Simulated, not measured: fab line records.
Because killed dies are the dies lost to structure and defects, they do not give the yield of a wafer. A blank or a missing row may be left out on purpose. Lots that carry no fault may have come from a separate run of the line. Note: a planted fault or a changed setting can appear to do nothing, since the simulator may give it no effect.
Which of the tools did it? ; flow gf180mcu ; Sampling: 24 lots, 72 wafers, 5 of 602 route steps

== WHAT THE GAUGES SHOWED, per wafer ==
GF_M2_OVL_MEAS_15.
lot;measured;on;M2_OVL (nm)
L074;day 19 04:46;overlay-01;1 -4 -4
L075;day 19 13:14;overlay-01;-2 -4 9
L076;day 19 23:16;overlay-01;3 11 20
L077;day 20 04:58;overlay-02;-2 0 2
L078;day 21 00:22;overlay-02;3 -2 7
L079;day 21 00:33;overlay-01;18 20 6
L080;day 21 11:43;overlay-02;-1 1 4
L081;day 21 22:22;overlay-01;8 8 5
L082;day 22 05:25;overlay-01;2 -7 -4
L083;day 22 13:32;overlay-01;4 14 12
L084;day 22 20:33;overlay-01;-4 4 -3
L085;day 23 05:01;overlay-01;7 5 -4
L086;day 23 16:16;overlay-02;9 4 6
L087;day 23 22:40;overlay-01;6 4 9
L088;day 24 06:31;overlay-02;8 2 5
L089;day 25 04:11;overlay-02;4 1 1
L090;day 25 06:43;overlay-01;-7 -2 -4
L091;day 25 21:06;overlay-01;9 9 4
L092;day 25 21:27;overlay-02;8 0 8
L093;day 26 11:23;overlay-01;1 1 0
L094;day 26 13:07;overlay-01;2 13 8
L095;day 26 19:54;overlay-01;0 2 2
L096;day 26 23:43;overlay-01;-2 -3 2
L097;day 27 10:25;overlay-01;3 1 3

GF_V2_THK_MEAS_03.
lot;measured;on;V2_CVD_02_THK (nm)
L074;day 19 05:40;film metro-03;850 854 863
L075;day 19 14:08;film metro-01;849 854 853
L076;day 20 00:10;film metro-03;854 839 850
L077;day 20 05:52;film metro-01;841 860 866
L078;day 21 01:16;film metro-03;852 857 856
L079;day 21 01:30;film metro-04;849 859 865
L080;day 21 12:38;film metro-04;838 854 851
L081;day 21 23:16;film metro-03;843 841 859
L082;day 22 06:19;film metro-04;839 865 847
L083;day 22 14:26;film metro-01;845 854 849
L084;day 22 21:27;film metro-01;844 865 863
L085;day 23 05:57;film metro-01;842 858 858
L086;day 23 17:11;film metro-01;851 847 855
L087;day 23 23:44;film metro-04;849 849 849
L088;day 24 07:26;film metro-03;848 852 850
L089;day 25 05:13;film metro-01;850 864 870
L090;day 25 07:38;film metro-04;839 859 856
L091;day 25 22:00;film metro-01;860 848 867
L092;day 25 22:23;film metro-04;835 847 862
L093;day 26 12:19;film metro-03;853 843 872
L094;day 26 14:03;film metro-04;844 841 855
L095;day 26 20:49;film metro-03;842 855 841
L096;day 27 00:38;film metro-01;840 862 864
L097;day 27 11:24;film metro-04;844 845 855

GF_M3_OVL_MEAS_15.
lot;measured;on;M3_OVL (nm)
L074;day 21 09:28;overlay-02;10 14 12
L075;day 21 16:26;overlay-02;0 8 8
L076;day 22 02:57;overlay-01;-4 10 4
L077;day 22 07:51;overlay-01;-1 0 -2
L078;day 23 01:55;overlay-01;4 8 3
L079;day 23 02:00;overlay-01;2 -9 5
L080;day 23 12:21;overlay-02;-2 -2 2
L081;day 23 23:39;overlay-01;9 7 6
L082;day 24 06:00;overlay-01;4 3 -3
L083;day 24 13:27;overlay-01;0 1 3
L084;day 24 20:24;overlay-02;8 6 5
L085;day 25 05:31;overlay-02;3 10 5
L086;day 25 15:15;overlay-02;-2 0 -1
L087;day 25 20:45;overlay-01;6 5 7
L088;day 26 05:07;overlay-01;0 3 0
L089;day 27 01:55;overlay-01;-3 3 4
L090;day 27 03:34;overlay-01;11 1 1
L091;day 27 17:09;overlay-01;2 1 7
L092;day 27 17:43;overlay-01;16 15 7
L093;day 28 06:14;overlay-01;13 11 5
L094;day 28 08:16;overlay-01;6 10 9
L095;day 28 15:19;overlay-02;1 0 1
L096;day 28 18:07;overlay-01;13 6 2
L097;day 29 03:58;overlay-02;7 9 2

GF_MIM_RS_MEAS_10: a four-point-probe measurement.
lot;measured;on;MIM_ALCU_RS (ohm/sq)
L074;day 24 13:11;film metro-04;0.1626 0.1586 0.1596
L075;day 24 18:51;film metro-03;0.1630 0.1627 0.1621
L076;day 25 03:49;film metro-03;0.1633 0.1625 0.1623
L077;day 25 09:28;film metro-03;0.1604 0.1613 0.1623
L078;day 26 01:34;film metro-03;0.1628 0.1611 0.1622
L079;day 26 01:59;film metro-02;0.1612 0.1629 0.1627
L080;day 26 10:37;film metro-02;0.1574 0.1622 0.1591
L081;day 27 00:28;film metro-04;0.1634 0.1607 0.1616
L082;day 27 03:25;film metro-04;0.1628 0.1623 0.1626
L083;day 27 10:13;film metro-04;0.1612 0.1621 0.1634
L084;day 27 17:32;film metro-02;0.1620 0.1601 0.1619
L085;day 28 01:22;film metro-03;0.1599 0.1599 0.1621
L086;day 28 15:11;film metro-03;0.1622 0.1611 0.1611
L087;day 28 15:16;film metro-02;0.1630 0.1600 0.1622
L088;day 28 22:46;film metro-03;0.1618 0.1618 0.1616
L089;day 29 19:31;film metro-04;0.1603 0.1600 0.1623
L090;day 29 21:29;film metro-03;0.1589 0.1591 0.1599
L091;day 30 08:22;film metro-04;0.1609 0.1616 0.1618
L092;day 30 11:10;film metro-04;0.1617 0.1607 0.1620
L093;day 30 20:25;film metro-03;0.1645 0.1630 0.1627
L094;day 30 21:56;film metro-03;0.1609 0.1600 0.1626
L095;day 31 05:43;film metro-03;0.1612 0.1621 0.1617
L096;day 31 08:51;film metro-02;0.1619 0.1625 0.1635
L097;day 31 15:53;film metro-04;0.1598 0.1643 0.1629

== WHAT TOOL EACH LOT RAN ON (gives the tool, then ch and the chambers of the sampled wafers, and finally the start) ==
lot;GF_POLY_GATE_STRIP_14
L074;plasma asher-01 ch 0,1, day 9 07:31
L075;plasma asher-02 ch 0,1, day 9 13:26
L076;plasma asher-02 ch 0,1, day 9 19:45
L077;plasma asher-02 ch 0,1, day 10 02:31
L078;plasma asher-01 ch 0,1, day 10 12:31
L079;plasma asher-01 ch 0,1, day 10 17:04
L080;plasma asher-04 ch 0,1, day 11 02:17
L081;plasma asher-04 ch 0,1, day 11 08:28
L082;plasma asher-04 ch 0,1, day 11 16:22
L083;plasma asher-04 ch 0,1, day 11 22:59
L084;plasma asher-02 ch 0,1, day 12 05:06
L085;plasma asher-01 ch 0,1, day 12 10:30
L086;plasma asher-04 ch 0,1, day 12 19:12
L087;plasma asher-04 ch 0,1, day 13 01:03
L088;plasma asher-01 ch 0,1, day 13 12:18
L089;plasma asher-02 ch 0,1, day 13 22:35
L090;plasma asher-04 ch 0,1, day 14 01:47
L091;plasma asher-02 ch 0,1, day 14 13:37
L092;plasma asher-04 ch 0,1, day 14 19:04
L093;plasma asher-02 ch 0, day 15 09:49
L094;plasma asher-04 ch 0,1, day 15 09:55
L095;plasma asher-01 ch 0,1, day 15 19:06
L096;plasma asher-04 ch 0,1, day 15 19:09
L097;plasma asher-01 ch 0,1, day 16 08:49
- GF_POLY_GATE_STRIP_14: strips in O2/N2.

== AS READ BY THE TOOLS THEMSELVES (means over the sampled wafers that have a number; for cases with no such wafer, the mark the record gives instead) ==
GF_POLY_GATE_STRIP_14.
lot;tool;chamber pressure mTorr (mTorr);drypump motor current A (A);heater power w (W);o2 flow sccm (sccm);oes product au (a.u.)
L074;plasma asher-01;1499.9;5.69;320;2994;0.500
L075;plasma asher-02;1499.1;6.19;329;2992;0.502
L076;plasma asher-02;1500.2;6.21;336;3002;0.500
L077;plasma asher-02;1499.8;6.22;334;2997;0.506
L078;plasma asher-01;1499.4;5.56;345;3002;0.507
L079;plasma asher-01;1499.9;5.55;342;3001;0.503
L080;plasma asher-04;1500.2;6.09;327;2995;0.498
L081;plasma asher-04;1500.4;6.08;324;3001;0.498
L082;plasma asher-04;1499.2;6.08;327;2994;0.507
L083;plasma asher-04;1499.0;5.97;337;3009;0.510
L084;plasma asher-02;1500.0;6.22;339;2999;0.502
L085;plasma asher-01;1500.7;5.69;316;2999;0.507
L086;plasma asher-04;1500.1;5.96;335;3000;0.502
L087;plasma asher-04;1499.8;6.09;325;2993;0.510
L088;plasma asher-01;1500.9;5.57;342;3010;0.506
L089;plasma asher-02;1499.5;6.20;331;2998;0.504
L090;plasma asher-04;1498.9;5.98;332;3001;0.502
L091;plasma asher-02;1500.4;6.16;332;3003;0.501
L092;plasma asher-04;1500.3;6.08;323;3006;0.507
L093;plasma asher-02;1499.7;6.28;339;3005;0.503
L094;plasma asher-04;1499.3;6.10;328;3005;0.505
L095;plasma asher-01;1501.6;5.70;319;2999;0.509
L096;plasma asher-04;1499.7;5.96;340;3004;0.504
L097;plasma asher-01;1501.8;5.69;321;3004;0.509

== THE ANSWER, worked out from the rows above alone ==
Rule: usual is defined by the lots themselves. Put in order of their means at a reading, lots are off if they are a third of the lots or fewer, leave a main group of 4 or more, and stand apart from it by a gap of 3 or more times the standard deviation of the main group's means; of several such gaps the widest counts. If all means in a main group match to the digits the tables above print for the reading, that group is not used. A lot without any number at a reading at which 4 lots or more have one is off too. The other lots that the step has rows for count as sound. First the gauges in route order, then the tools' own readings, where a lot's mean is used as printed above. The first step at which some lot is off is used, and at that step the reading that is off furthest; a lot without a number counts as furthest.
Across all readings shown, no lot is off: no conclusion can be drawn from this.

== WHAT THE SIMULATOR PUT IN ==
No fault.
